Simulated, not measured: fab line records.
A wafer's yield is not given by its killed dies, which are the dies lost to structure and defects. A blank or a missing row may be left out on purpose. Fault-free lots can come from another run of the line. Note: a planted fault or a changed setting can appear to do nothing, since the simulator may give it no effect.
A lot that was struck, set against a sound lot	flow sky130	15 out of 708 route steps
Sound: the wafers L411.1, L411.2, L411.6. Struck: wafers L402.1, L402.5, L402.6. The cause comes at the end.
At each step with rows: each side's tool, then ch and its chambers, then its first start. Under that, the readings that differ: sound wafers	struck wafers	difference of the means	sigmas: that difference in standard deviations of wafers without a fault.
alike: a reading whose means differ by less than 2 such deviations, as well as words and numbers matching on both sides. not compared: withheld readings; readings where some wafer has no value; bounds like >300 that might hide an equal value; numbers whose values overlap and for which the record gives no deviation.
The two part at a step that has a row with sigmas, a row that says differs or no value, or rows on one side only. Numbers that have no deviation but don't overlap get no sigmas and don't part them. A reading missing from all wafers of one side parts the sides only when that side holds two or more wafers.

SKY_VIA1_BOW_MEAS_03:
  sound on film metro-04 at day 38 06:07; struck on film metro-02 at day 35 03:22
  alike: VIA1_BOW
then, 8 steps without rows for these wafers: SKY_VIA1_DEHYDRATE_04 (time 60 s); SKY_VIA1_HMDS_05 (prime time 60 s); SKY_VIA1_COAT_06 (resist thk 60 nm); SKY_VIA1_COAT_07 (resist thk 450 nm); SKY_VIA1_SOFTBAKE_08 (time 90 s); SKY_VIA1_EXPOSE_09 (exposes mask VIM, target cd 150 nm); SKY_VIA1_PEB_10; SKY_VIA1_DEVELOP_11 (develop time 60 s).
SKY_VIA1_CD_MEAS_12: target cd 150 nm.
  sound on cd sem-01 at day 39 06:48; struck on cd sem-02 at day 36 05:29
  alike: cd nm
SKY_VIA1_OVL_MEAS_13:
  sound on overlay-01 at day 39 06:55; struck on overlay-01 at day 36 05:36
  alike: VIA1_OVL
SKY_VIA1_ETCH_14: etches BARC in N2/H2, stops on SiO2, time 45.9 s, target depth 60 nm.
  sound on rie diel-04 ch 0,2,3, day 39 06:58; struck on rie diel-04 ch 2,3, day 36 05:38
  alike: bias w, chamber pressure mTorr, drypump motor current A, h2 flow sccm, oes product au, throttle valve pct
  not compared: rf hours counter h
SKY_VIA1_ETCH_15: etches SiO2 in C4F8/O2/Ar, stops on TiN, target depth 351 nm, time 54 s.
  sound on rie diel-04 ch 0,2,3, day 39 07:00; struck on rie diel-04 ch 2,3, day 36 05:41
  no value came back on the struck wafers for bias w (W), chamber pressure mTorr (mTorr), oes product au (a.u.); on the sound wafers bias w (W) reads 1205 1198 1201
reading	sound	struck	difference	sigmas
model.KrF-thick_of_VIA1_COAT_07.thk nm (nm)	322.1 321.6 320.6	394.4 393.2 393.9	+72.4	
  not compared: rf hours counter h
SKY_VIA1_STRIP_16: strips in O2/N2.
  sound on plasma asher-04 ch 0,1, day 39 07:02; struck on plasma asher-04 ch 0,1, day 36 05:44
reading	sound	struck	difference	sigmas
oes product au (a.u.)	0.417 0.415 0.414	0.449 0.447 0.448	+0.033	+7
strip time to endpoint s (s)	4.450 4.446 4.441	5.233 5.195 5.208	+0.766	+36
  alike: chamber pressure mTorr, drypump motor current A
  not compared: rf hours counter h
then, 1 step without rows for these wafers: SKY_VIA1_STRIP_17 (strips in post etch residue remover, time 1200 s).

== WHERE THEY PART ==
Last at SKY_VIA1_STRIP_16 as far as this record goes, first at SKY_VIA1_ETCH_15.

WHY: what the simulator had put in
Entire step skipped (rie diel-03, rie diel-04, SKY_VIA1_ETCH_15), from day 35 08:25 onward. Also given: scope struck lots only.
